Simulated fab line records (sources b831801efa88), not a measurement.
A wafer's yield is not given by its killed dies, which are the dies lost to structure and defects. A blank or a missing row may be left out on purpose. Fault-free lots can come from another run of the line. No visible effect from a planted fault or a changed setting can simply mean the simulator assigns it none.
Comparing a struck lot with a sound one | flow sky130 | 15 steps out of a route of 708
Sound: wafers L290.2, L290.3, L290.4. The struck wafers were L302.1, L302.3, L302.6. The cause is given at the end.
At each step with rows: each side's tool, then ch and its chambers, then its first start. Under that, the readings that differ: sound wafers | struck wafers | difference of the means | sigmas: that difference in standard deviations of wafers without a fault.
alike: readings whose means differ by less than 2 such deviations, and words and numbers that are the same on both sides. not compared: withheld readings, readings that some wafer has no value for, bounds like >300 that may hide the same value, and numbers for which the record gives no deviation and whose values overlap.
The two part at a step that has a row with sigmas, a row that says differs or no value, or rows on one side only. When numbers do not overlap yet have no deviation, they are printed without sigmas and do not part them. A reading missing from all wafers of one side parts the sides only when that side holds two or more wafers.

SKY_VIA4_OVL_MEAS_11:
  sound on overlay-01 at day 44 16:44; struck on overlay-02 at day 47 08:03
  alike: VIA4_OVL
SKY_VIA4_ETCH_12: etches SiO2 in C4F8/O2/Ar, stops on TiN, target depth 580 nm.
  sound on rieDiel-02 ch 0,1,3, day 44 16:46; struck on rieDiel-01 ch 0,1, day 47 08:05
  alike: oesProductAu, rfFwdPowerW
SKY_VIA4_STRIP_13: strips in O2/N2.
  sound on plasmaAsher-03 ch 0,1, day 44 16:50; struck on plasmaAsher-03 ch 0,1, day 47 08:10
reading             | sound             | struck            | difference | sigmas
oesProductAu (a.u.) | 0.719 0.712 0.708 | 0.699 0.705 0.704 | -0.010     | -2
  alike: drypumpMotorCurrentA, stripTimeToEndpointS
  not compared: rfHoursCounterH
then, 4 steps without rows for these wafers: SKY_VIA4_STRIP_14 (strips in post etch residue remover, time 1200 s); SKY_VIA4_CLEAN_15 (cleans in IPA, time 180 s); SKY_VIA4_CLEAN_16 (cleans in O3/DIW); SKY_VIA4_SPUTTER_17 (material TiN, target thk 20 nm, time 80 s).
SKY_VIA4_CVD_18: deposits W, target thk 505 nm, time 152.14 s.
  sound on cvdW-02 ch 0,1, day 44 17:59; struck on cvdW-01 ch 0,1, day 47 09:10
  alike: heaterPowerOuterW, heaterPowerW
SKY_VIA4_RS_MEAS_19: uses a four-point probe to measure.
  sound on filmMetro-01 at day 44 18:09; struck on filmMetro-01 at day 47 09:19
  alike: VIA4_W_RS
SKY_VIA4_THK_MEAS_20: measures by xrf.
  sound on filmMetro-01 at day 44 18:16; struck on filmMetro-01 at day 47 09:26
  alike: VIA4_W_THK
SKY_VIA4_CMP_21: polishes, stops on SiO2, t overpolish 25 s, target thk 0 nm.
  sound on cmp-02 ch 0,1,3, day 44 18:50; struck on cmp-02 ch 1,3, day 47 09:33
  alike: motorCurrentA, overpolishRunS, timeToEndpointS
then, 1 step without rows for these wafers: SKY_METAL5_SPUTTER_00 (material Ti, target thk 15 nm, time 10 s).
SKY_METAL5_SPUTTER_01: material TiN, target thk 20 nm, time 16.7 s.
  sound on pvdSputter-04 at day 44 19:09; struck on pvdSputter-03 at day 47 09:49
reading                                   | sound                | struck               | difference | sigmas
cathodeDcPowerW (W)                       | 6500.7 6501.5 6498.3 | 5237.8 5237.8 5236.7 | -1262.7    | -99 or more
model.TiN_of_METAL5_SPUTTER_01.thkNm (nm) | 20.28 20.35 20.46    | 16.02 16.08 16.16    | -4.28      | 
  alike: throttleValvePct
SKY_METAL5_SPUTTER_02: material AlCu, target thk 1150 nm, time 61.2 s.
  sound on pvdSputter-04 at day 44 19:11; struck on pvdSputter-03 at day 47 09:51
  alike: cathodeDcPowerW, throttleValvePct
SKY_PAD_OPEN_PROBE_99:
  the record holds rows for the sound wafers here (prober-02, day 47 13:26) but none for the struck ones

## WHERE THEY PART
At SKY_VIA4_STRIP_13 first; at SKY_PAD_OPEN_PROBE_99 last (within this record only).

WHY: the cause the simulator had injected
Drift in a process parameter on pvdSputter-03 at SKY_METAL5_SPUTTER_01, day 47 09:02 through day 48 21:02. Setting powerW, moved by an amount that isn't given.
